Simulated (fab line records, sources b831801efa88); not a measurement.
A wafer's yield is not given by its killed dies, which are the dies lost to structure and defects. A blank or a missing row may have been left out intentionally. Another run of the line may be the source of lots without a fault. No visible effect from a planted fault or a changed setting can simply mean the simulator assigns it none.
Commonality check across tools    flow sfq line    Sample size 14 lots and 42 wafers

THE REASON FOR OPENING IT
Of 14 lots, 2 have the reading M2_NB_RS flagged at SFQ_M2_RS_MEAS_914. Fault-free wafers read 0.892 ohm/sq, with a standard deviation of 0.011.
Rule: flag the lot when none of its wafers has a number, or when each of its wafers that has one lies beyond 4 standard deviations from that mean. As for the other lots, they are considered sound.

lot   measured      on             M2_NB_RS (ohm/sq), wafer by wafer  flag
L825  day 30 23:15  film metro-04  0.866 0.888 0.875                  
L826  day 32 11:15  film metro-01  0.868 0.860 0.878                  
L827  day 32 21:13  film metro-04  0.906 0.909 0.907                  
L829  day 33 09:28  film metro-02  0.882 0.885 0.886                  
L830  day 34 01:56  film metro-01  0.893 0.895 0.886                  
L831  day 34 19:55  film metro-02  0.894 0.897 0.889                  
L832  day 35 04:19  film metro-04  0.887 0.892 0.889                  
L833  day 35 17:23  film metro-04  0.874 0.882 0.875                  
L836  day 37 05:26  film metro-02  0.909 0.907 0.904                  
L843  day 39 10:20  film metro-02  0.887 0.892 0.887                  
L845  day 39 16:22  film metro-01  1.237 1.234 1.239                  FLAGGED
L846  day 39 21:07  film metro-01  1.190 1.203 1.198                  FLAGGED
L847  day 41 06:22  film metro-01  0.889 0.889 0.895                  
L848  day 41 17:17  film metro-01  0.885 0.890 0.892                  
The mean of the flagged lots' numbers is 1.217 ohm/sq, +0.325 ohm/sq from the usual (+30 standard deviations).

EACH LOT AND THE TOOL IT RAN ON
Before the reading, the record contains 2 process steps out of a 325-step route. Read each cell as the tool, then ch plus the chambers that the sampled wafers visited, then the start.
lot   flag     SFQ_TRILAYER_L0_BARC_OPEN_METAL_ETCH_010  SFQ_TRILAYER_M2_DEP_SPUTTER_055
L825           rie metal-02 ch 0,1, day 4 14:16          pvd sputter-03, day 30 23:10
L826           rie metal-02 ch 1, day 4 23:59            pvd sputter-03, day 32 11:10
L827           rie metal-02 ch 0,1, day 5 03:35          pvd sputter-06, day 32 21:06
L829           rie metal-02 ch 0,1, day 5 18:03          pvd sputter-03, day 33 09:22
L830           rie metal-03 ch 0,1, day 6 01:15          pvd sputter-05, day 34 01:51
L831           rie metal-04 ch 0,1, day 6 08:29          pvd sputter-05, day 34 19:50
L832           rie metal-03 ch 1, day 6 13:15            pvd sputter-03, day 35 04:14
L833           rie metal-02 ch 0,1, day 6 16:51          pvd sputter-05, day 35 17:18
L836           rie metal-02 ch 0,1, day 7 09:43          pvd sputter-03, day 37 05:18
L843           rie metal-03 ch 0, day 9 01:26            pvd sputter-06, day 39 10:13
L845  FLAGGED  rie metal-04 ch 0,1, day 9 11:01          pvd sputter-03, day 39 16:14
L846  FLAGGED  rie metal-02 ch 0,1, day 9 19:24          pvd sputter-03, day 39 21:01
L847           rie metal-03 ch 0, day 10 06:12           pvd sputter-05, day 41 06:17
L848           rie metal-03 ch 0, day 10 09:48           pvd sputter-06, day 41 17:11
What the steps here do:
- SFQ_TRILAYER_L0_BARC_OPEN_METAL_ETCH_010: etches BARC in O2, target depth 125 nm, time 41.7 s.
- SFQ_TRILAYER_M2_DEP_SPUTTER_055: material Nb, target thk 200 nm, time 133.3 s.
- SFQ_M2_RS_MEAS_914: measures by four-point-probe.

FLAGGED OVER TOTAL, TOOL BY TOOL (the gauges that took the reading come last)
step                                      tool            lots run  flagged  share of the flagged lots  sound lots run after its first flagged lot
SFQ_TRILAYER_L0_BARC_OPEN_METAL_ETCH_010  rie metal-02    7         1        some                       0
SFQ_TRILAYER_L0_BARC_OPEN_METAL_ETCH_010  rie metal-03    5         0        none                       -
SFQ_TRILAYER_L0_BARC_OPEN_METAL_ETCH_010  rie metal-04    2         1        some                       0
SFQ_TRILAYER_M2_DEP_SPUTTER_055           pvd sputter-03  7         2        all                        0
SFQ_TRILAYER_M2_DEP_SPUTTER_055           pvd sputter-05  4         0        none                       -
SFQ_TRILAYER_M2_DEP_SPUTTER_055           pvd sputter-06  3         0        none                       -
SFQ_M2_RS_MEAS_914                        film metro-01   6         2        all                        2 (L847,L848)
SFQ_M2_RS_MEAS_914                        film metro-02   4         0        none                       -
SFQ_M2_RS_MEAS_914                        film metro-04   4         0        none                       -

WHAT THE TABLE PERMITS
2 rows of the table ran every flagged lot: pvd sputter-03 at SFQ_TRILAYER_M2_DEP_SPUTTER_055, film metro-01 at SFQ_M2_RS_MEAS_914.
- pvd sputter-03 at SFQ_TRILAYER_M2_DEP_SPUTTER_055 ran 7 lots, 2 of them flagged. Last sound lot L836 at day 37 05:18, first flagged lot L845 at day 39 16:14; a fault beginning in between fits.
- film metro-01 at SFQ_M2_RS_MEAS_914 ran 6 lots, 2 of them flagged. Lots that were sound ran on it after the first flagged one (L847, L848); a persistent fault on the entire tool would not allow that.
Just one tool remains: pvd sputter-03 at SFQ_TRILAYER_M2_DEP_SPUTTER_055.

WHAT THE SIMULATOR PUT IN
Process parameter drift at SFQ_TRILAYER_M2_DEP_SPUTTER_055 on pvd sputter-03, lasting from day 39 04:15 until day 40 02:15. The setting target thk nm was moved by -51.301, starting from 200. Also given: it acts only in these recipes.
Shown lots that were struck: L845, L846. The rule above found the same.
